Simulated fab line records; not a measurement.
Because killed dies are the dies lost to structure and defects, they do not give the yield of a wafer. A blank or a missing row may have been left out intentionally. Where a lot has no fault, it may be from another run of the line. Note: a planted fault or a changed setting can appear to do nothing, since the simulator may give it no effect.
The tool behind it: which one? ; flow sky130 ; Sampling: 13 lots, 39 wafers, 5 of 708 route steps

## WHAT EACH GAUGE READ, for each wafer
The record lacks any reading of a measuring or inspecting step that a usual standard deviation could be used to judge.

## EACH LOT AND THE TOOL THAT RAN IT (in order: tool; ch and the chambers of the sampled wafers; start)
lot;SKY_FIELD_ISO_SOFTBAKE_09;SKY_CONTACT_CVD_00;SKY_CONTACT_CMP_27;SKY_METAL1_SPUTTER_00;SKY_PAD_OPEN_PROBE_99
L618;litho-track-04 ch 0, day 1 21:00;pecvd-03 ch 0,1, day 30 02:49;cmp-01 ch 1,2,3, day 31 07:41;pvd-sputter-01, day 31 07:59;prober-02, day 45 10:10
L619;litho-track-02 ch 0, day 2 02:00;pecvd-02 ch 1,2, day 30 13:14;cmp-02 ch 1,2,3, day 31 19:31;pvd-sputter-01, day 31 19:46;prober-01, day 45 13:59
L620;litho-track-02 ch 0, day 2 07:00;pecvd-01 ch 1,2, day 30 20:18;cmp-02 ch 1,2,3, day 32 01:38;pvd-sputter-01, day 32 01:56;prober-02, day 46 01:10
L621;litho-track-02 ch 0, day 2 12:00;pecvd-02 ch 0,1,2, day 31 01:55;cmp-02 ch 1,2, day 32 06:56;pvd-sputter-01, day 32 07:11;prober-01, day 46 07:34
L622;litho-track-02 ch 0, day 2 17:00;pecvd-03 ch 1,2, day 31 10:34;cmp-01 ch 0,1,2, day 32 13:57;pvd-sputter-01, day 32 14:12;prober-02, day 46 09:25
L624;litho-track-04 ch 0, day 3 17:00;pecvd-03 ch 0,1,2, day 33 07:25;cmp-01 ch 0,2,3, day 34 11:52;pvd-sputter-01, day 34 12:10;prober-01, day 48 01:07
L631;litho-track-01 ch 0, day 4 15:00;pecvd-01 ch 1,2, day 34 16:40;cmp-02 ch 2,3, day 35 20:00;pvd-sputter-04, day 35 20:15;prober-01, day 48 22:41
L632;litho-track-01 ch 0, day 4 22:00;pecvd-03 ch 0,1, day 35 09:10;cmp-01 ch 1,2, day 36 12:43;pvd-sputter-04, day 36 13:01;prober-02, day 49 10:09
L635;litho-track-04 ch 0, day 5 11:00;pecvd-03 ch 0,2, day 36 20:21;cmp-02 ch 0,1, day 38 00:09;pvd-sputter-04, day 38 00:27;prober-01, day 50 10:43
L636;litho-track-02 ch 0, day 5 18:00;pecvd-01 ch 1,2, day 36 20:01;cmp-02 ch 0,2,3, day 37 23:05;pvd-sputter-01, day 37 23:20;prober-02, day 50 09:20
L637;litho-track-02 ch 0, day 5 23:00;pecvd-01 ch 0,1, day 37 07:33;cmp-01 ch 0,1,2, day 38 11:17;pvd-sputter-03, day 38 11:35;prober-01, day 50 15:23
L638;litho-track-04 ch 0, day 6 06:00;pecvd-02 ch 0,1, day 37 12:50;cmp-02 ch 0,1,3, day 38 16:14;pvd-sputter-03, day 38 16:32;prober-01, day 50 16:25
L640;litho-track-01 ch 0, day 6 16:00;pecvd-01 ch 0,1,2, day 37 21:34;cmp-02 ch 0,1,2, day 39 00:51;pvd-sputter-04, day 39 01:09;prober-01, day 51 03:10
- SKY_FIELD_ISO_SOFTBAKE_09: time 90 s.
- SKY_CONTACT_CVD_00: deposits Si3N4, target thk 75 nm.
- SKY_CONTACT_CMP_27: polishes, stops on SiO2, t overpolish 15 s, target thk 0 nm.
- SKY_METAL1_SPUTTER_00: material Ti, target thk 15 nm, time 10 s.
- SKY_PAD_OPEN_PROBE_99

## AS READ BY THE TOOLS THEMSELVES (means over the sampled wafers that have a number; for cases with no such wafer, the mark the record gives instead)
SKY_FIELD_ISO_SOFTBAKE_09.
lot;tool;heater-power-total-W (W);plate-temp-C (C);resist-line-temp-C (C)
L618;litho-track-04;57.37;99.90;22.94
L619;litho-track-02;57.30;100.11;22.99
L620;litho-track-02;57.28;100.08;23.00
L621;litho-track-02;54.33;96.36;22.98
L622;litho-track-02;54.36;96.20;22.76
L624;litho-track-04;57.21;99.98;23.08
L631;litho-track-01;57.34;100.04;22.98
L632;litho-track-01;57.26;99.79;23.08
L635;litho-track-04;57.36;100.02;23.01
L636;litho-track-02;57.40;100.13;23.05
L637;litho-track-02;57.41;100.02;23.02
L638;litho-track-04;57.40;100.06;22.98
L640;litho-track-01;57.43;100.06;23.05

SKY_CONTACT_CVD_00.
lot;tool;heater-power-w (W)
L618;pecvd-03;652
L619;pecvd-02;770
L620;pecvd-01;703
L621;pecvd-02;773
L622;pecvd-03;734
L624;pecvd-03;666
L631;pecvd-01;662
L632;pecvd-03;725
L635;pecvd-03;790
L636;pecvd-01;660
L637;pecvd-01;669
L638;pecvd-02;694
L640;pecvd-01;686

SKY_CONTACT_CMP_27.
lot;tool;motor-current-A (A);overpolish-run-s (s);slurry-flow-ml-min;time-to-endpoint-s (s)
L618;cmp-01;10.5;15.001;150.3;84.9
L619;cmp-02;10.3;14.994;150.1;82.1
L620;cmp-02;10.6;14.996;150.0;79.4
L621;cmp-02;10.6;15.000;149.9;81.1
L622;cmp-01;11.4;14.992;150.3;79.8
L624;cmp-01;11.4;15.003;150.7;77.5
L631;cmp-02;10.9;15.005;149.7;79.9
L632;cmp-01;10.9;14.999;150.3;81.9
L635;cmp-02;10.8;15.001;150.4;82.5
L636;cmp-02;10.6;15.002;149.6;84.4
L637;cmp-01;11.2;15.006;150.0;82.3
L638;cmp-02;10.4;15.000;150.3;82.0
L640;cmp-02;10.5;14.992;149.5;81.9

SKY_METAL1_SPUTTER_00.
lot;tool;throttle-valve-pct (%)
L618;pvd-sputter-01;30.1
L619;pvd-sputter-01;29.5
L620;pvd-sputter-01;30.0
L621;pvd-sputter-01;29.5
L622;pvd-sputter-01;30.0
L624;pvd-sputter-01;29.8
L631;pvd-sputter-04;28.0
L632;pvd-sputter-04;30.2
L635;pvd-sputter-04;29.4
L636;pvd-sputter-01;29.8
L637;pvd-sputter-03;29.2
L638;pvd-sputter-03;29.7
L640;pvd-sputter-04;28.8

SKY_PAD_OPEN_PROBE_99.
lot;tool;killed_at_M0_to_M3;killed_at_M4_up;killed-at-contacts;killed-at-front-end;killed-at-other;killed-dies;killed-on-rim;killed-open;killed-short
L618;prober-02;43;2.7;24;13;0.3;84;16;44;40
L619;prober-01;35;3.3;20;13;0.3;73;16;39;33
L620;prober-02;40;3.3;22;12;0.0;78;15;43;35
L621;prober-01;43;2.0;27;13;0.0;85;18;46;38
L622;prober-02;48;1.3;30;15;0.3;94;18;48;46
L624;prober-01;56;4.0;24;13;0.0;97;16;55;42
L631;prober-01;45;4.0;19;11;0.3;79;19;39;40
L632;prober-02;45;3.0;22;18;0.0;88;18;48;40
L635;prober-01;46;1.7;24;16;0.3;88;19;48;39
L636;prober-02;41;4.7;29;15;0.3;90;13;48;42
L637;prober-01;46;4.0;17;15;0.3;82;15;42;40
L638;prober-01;39;5.3;21;14;0.3;81;14;42;38
L640;prober-01;42;3.3;27;17;0.7;90;18;46;44

## THE ANSWER, worked out from the rows above alone
Rule: usual is defined by the lots themselves. Put in order of their means at a reading, lots are off if they are a third of the lots or fewer, leave a main group of 4 or more, and stand apart from it by a gap of 3 or more times the standard deviation of the main group's means; of several such gaps the widest counts. Not used: any main group whose means are identical at the precision the tables above print for the reading. A lot without any number at a reading at which 4 lots or more have one is off too. Where the step has rows for the other lots, those lots are counted as sound. Order of review: gauges by route order, followed by the tools' own readings, for which a lot's mean as printed above is used. At the first step where some lot is off, the reading lying furthest off is the one used; lots without a number count as furthest.
Off, at SKY_FIELD_ISO_SOFTBAKE_09 on heater-power-total-W: L621, L622. Mean 57.34 W and standard deviation 0.067 in the main group.
A tool fits if, at that step or a process step before it, it ran every lot that is off, and no sound lot after the first of them. No candidate that was tried fits.

## WHAT THE SIMULATOR PUT IN
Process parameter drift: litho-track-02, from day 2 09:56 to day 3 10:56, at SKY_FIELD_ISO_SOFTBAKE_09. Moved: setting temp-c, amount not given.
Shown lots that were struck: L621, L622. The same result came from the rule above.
